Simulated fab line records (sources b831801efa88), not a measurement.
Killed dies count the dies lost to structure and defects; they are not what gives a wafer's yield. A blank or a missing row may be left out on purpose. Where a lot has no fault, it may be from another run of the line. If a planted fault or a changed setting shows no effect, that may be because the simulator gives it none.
Struck lot and sound lot, side by side	flow sky130	34 out of 708 route steps
Sound: wafers L330.1, L330.4, L330.6. Wafers L324.1, L324.2, L324.3 were the ones struck. The cause comes at the end.
For every step that has rows: the tool of each side, followed by ch and its chambers, followed by its first start. Under that, the readings that differ: sound wafers	struck wafers	difference of the means	sigmas: that difference in standard deviations of wafers without a fault.
alike: same words and numbers on both sides, and readings whose means sit less than 2 such deviations apart. not compared: any withheld reading, any reading some wafer has no value for, any bound like >300 that may hide the same value, and any number with overlapping values for which the record gives no deviation.
The two part at a step that has a row with sigmas, a row that says differs or no value, or rows on one side only. Numbers that don't overlap but have no deviation are shown without sigmas and don't part them. Lack of a reading on every wafer of one side parts them only where that side has two or more wafers.

first, 6 steps without rows for these wafers: SKY_METAL5_HMDS_08 (prime time 60 s); SKY_METAL5_COAT_09 (resist thk 1800 nm); SKY_METAL5_SOFTBAKE_10 (time 60 s); SKY_METAL5_EXPOSE_11 (exposes mask MM5, target cd 1600 nm); SKY_METAL5_PEB_12; SKY_METAL5_DEVELOP_13 (develop time 60 s).
SKY_METAL5_DESCUM_14: chemistry O2, time 11 s.
  sound on rie-metal-03 ch 0,1, day 47 19:16; struck on rie-metal-04 ch 0,1, day 46 10:11
  alike: drypump-motor-current-A, he-backside-leak-sccm, oes-product-au
  not compared: rf-hours-counter-h
SKY_METAL5_METAL_ETCH_15: etches the open film in Cl2/BCl3, stops on SiO2, target depth 1260 nm, time 252 s.
  sound on rie-metal-03 ch 0,1, day 47 19:18; struck on rie-metal-04 ch 0,1, day 46 10:14
  alike: drypump-motor-current-A, he-backside-leak-sccm, oes-product-au, throttle-valve-pct
  not compared: rf-hours-counter-h
SKY_METAL5_STRIP_16: strips in O2/N2.
  sound on plasma-asher-03 ch 0,1, day 47 19:32; struck on plasma-asher-04 ch 0,1, day 46 10:28
  alike: drypump-motor-current-A, oes-product-au, strip-time-to-endpoint-s
  not compared: rf-hours-counter-h
then, 3 steps without rows for these wafers: SKY_METAL5_STRIP_17 (strips in post etch residue remover, time 1200 s); SKY_METAL5_CLEAN_18 (cleans in IPA, time 180 s); SKY_METAL5_CLEAN_19 (cleans in O3/DIW).
SKY_PASSIVATION_CVD_00: deposits SiO2, target thk 90 nm.
  sound on pecvd-04 ch 0,2, day 47 20:08; struck on pecvd-01 ch 0,2, day 46 11:05
  no value came back on the struck wafers for heater-power-outer-w (W), heater-power-w (W); on the sound wafers heater-power-outer-w (W) reads 472 437 437
SKY_PASSIVATION_CVD_02: deposits Si3N4, target thk 540 nm.
  sound on pecvd-01 ch 0,1, day 47 20:14; struck on pecvd-04 ch 0,1,2, day 46 11:10
  alike: heater-power-outer-w, heater-power-w
SKY_PASSIVATION_THK_MEAS_03:
  struck on film-metro-02, day 46 11:23; sound on film-metro-03, day 47 20:28
  alike: PASSIVATION_CVD_02_THK
then, 7 steps without rows for these wafers: SKY_PASSIVATION_DEHYDRATE_04 (time 60 s); SKY_PASSIVATION_HMDS_05 (prime time 60 s); SKY_PASSIVATION_COAT_06 (resist thk 3000 nm); SKY_PASSIVATION_SOFTBAKE_07; SKY_PASSIVATION_EXPOSE_08 (exposes mask NSM, target cd 3000 nm); SKY_PASSIVATION_PEB_09; SKY_PASSIVATION_DEVELOP_10 (develop time 60 s).
SKY_PASSIVATION_ETCH_11: etches the open film in CF4/O2, stops on AlCu, target depth 725 nm, time 161.1 s.
  sound on rie-diel-01 ch 0,2,3, day 48 15:37; struck on rie-diel-04 ch 0,1,2, day 47 08:01
  alike: drypump-motor-current-A, oes-product-au, throttle-valve-pct
  not compared: rf-hours-counter-h, model.etch.depth-nm, model.PASSIVATION.feature-depth-nm
SKY_PASSIVATION_STRIP_12: strips in O2/N2.
  sound on plasma-asher-01 ch 1, day 48 15:43; struck on plasma-asher-03 ch 0,1, day 47 08:07
  alike: drypump-motor-current-A, oes-product-au, strip-time-to-endpoint-s
  not compared: rf-hours-counter-h
then, 7 steps without rows for these wafers: SKY_PAD_OPEN_DEHYDRATE_00 (time 60 s); SKY_PAD_OPEN_HMDS_01 (prime time 60 s); SKY_PAD_OPEN_COAT_02 (resist thk 3000 nm); SKY_PAD_OPEN_SOFTBAKE_03; SKY_PAD_OPEN_EXPOSE_04 (exposes mask PDM, target cd 60000 nm); SKY_PAD_OPEN_PEB_05; SKY_PAD_OPEN_DEVELOP_06 (develop time 60 s).
SKY_PAD_OPEN_ETCH_07: etches the open film in CF4/O2, stops on AlCu, target depth 725 nm, time 161.1 s.
  sound on rie-diel-04 ch 1,2, day 49 09:11; struck on rie-diel-04 ch 1,2,3, day 48 03:10
reading	sound	struck	difference	sigmas
oes-product-au (a.u.)	0.975 0.975 0.972	0.995 0.996 0.986	+0.018	+3
model.etch.depth-nm (nm)	697.8 705.3 701.2	722 725 719.4	+21	
model.PAD_OPEN.feature-depth-nm (nm)	697.8 705.3 701.2	722 725 719.4	+21	
  alike: drypump-motor-current-A, throttle-valve-pct
  not compared: rf-hours-counter-h
then, 1 step without rows for these wafers: SKY_PAD_OPEN_STRIP_08 (strips in O2/N2).
SKY_PAD_OPEN_PROBE_99:
  the record has rows for the struck wafers here (prober-01, day 48 05:36) and none for the sound ones

WHERE THEY PART
Earliest at SKY_PASSIVATION_CVD_00; latest, in this record, at SKY_PAD_OPEN_PROBE_99.

WHY: what the simulator had put in
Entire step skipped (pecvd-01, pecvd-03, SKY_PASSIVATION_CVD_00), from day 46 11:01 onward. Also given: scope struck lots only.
